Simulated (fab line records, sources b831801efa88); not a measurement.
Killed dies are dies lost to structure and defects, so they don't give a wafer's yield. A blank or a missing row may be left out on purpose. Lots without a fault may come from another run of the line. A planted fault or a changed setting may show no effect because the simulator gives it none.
One fault seen from 2 desks | flow gf180mcu | each desk has only its own numbers; what lay behind them comes last

THE METROLOGY DESK
What the gauges read, lot by lot, whatever tool the lot ran on: means of the sampled wafers that have a number. A lot is out of limits, marked OUT, if its mean lies more than 4 standard deviations from the usual mean; the brackets give that distance.
Columns: A = PASSIVATION_CVD_02_THK at GF_PASSIVATION_THK_MEAS_03, usual 701 nm; B = PASSIVATION_BOW at GF_PASSIVATION_BOW_MEAS_14, usual 138 um
lot  | first seen here | A   | B
L514 | day 28 09:48    | 696 | 151
L515 | day 28 19:18    | 702 | 141
L517 | day 29 09:02    | 701 | 138
L518 | day 29 18:52    | 693 | 127
L521 | day 30 16:05    | 707 | 129
L523 | day 31 08:23    | 709 | 150
L524 | day 31 13:32    | 702 | 136
L525 | day 31 19:50    | 704 | 140
L526 | day 32 02:07    | 706 | 141
L529 | day 32 15:28    | 703 | 130
L532 | day 33 12:28    | 695 | 142
L535 | day 33 22:52    | 708 | 149
L536 | day 34 07:25    | 691 | 137
This desk's finding: nothing out of limits on any of the 13 lots.

THE TOOL OWNER'S DESK: pvd_sputter-01
The tool's own readings at GF_TOP_METAL_SPUTTER_03 (material Ti, target thk 5 nm, time 3.3 s): means of the sampled wafers that have a number, for each lot that ran on this tool. A lot is out of limits, marked OUT, if its mean lies more than 4 standard deviations from the usual mean; the brackets give that distance.
Columns: A = cathode_dc_power_W at GF_TOP_METAL_SPUTTER_03, usual 3000.0 W; B = throttle_valve_pct at GF_TOP_METAL_SPUTTER_03, usual 29.7 %
lot  | first seen here | A                | B
L521 | day 29 20:59    | 2999.9           | 29.1
L523 | day 30 13:44    | 2957.4 (-75) OUT | 29.8
L524 | day 30 19:37    | 2956.9 (-76) OUT | 29.4
L525 | day 31 01:43    | 2957.3 (-75) OUT | 29.1
This desk's finding: out of limits on L523, L524, L525; first on L523, day 30 13:44 (cathode_dc_power_W at GF_TOP_METAL_SPUTTER_03). In limits: L521.

PUT TOGETHER
The tool owner's desk could have raised an alarm at day 30 13:44, on L523, L524, L525.
The metrology desk saw nothing out of limits.
The metrology desk has L523, L524, L525 on record, within its limits.
Of the lots named, all ran GF_TOP_METAL_SPUTTER_03 on pvd_sputter-01.

WHAT THE SIMULATOR HAD PUT IN
Process parameter drift: pvd_sputter-01, from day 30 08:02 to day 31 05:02, at GF_TOP_METAL_SPUTTER_03. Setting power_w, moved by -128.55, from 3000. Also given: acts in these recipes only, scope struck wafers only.
Lots struck among those shown: L523, L524, L525.
Hours from the fault's start to each desk's first reading out of limits: the tool owner's desk, 6.
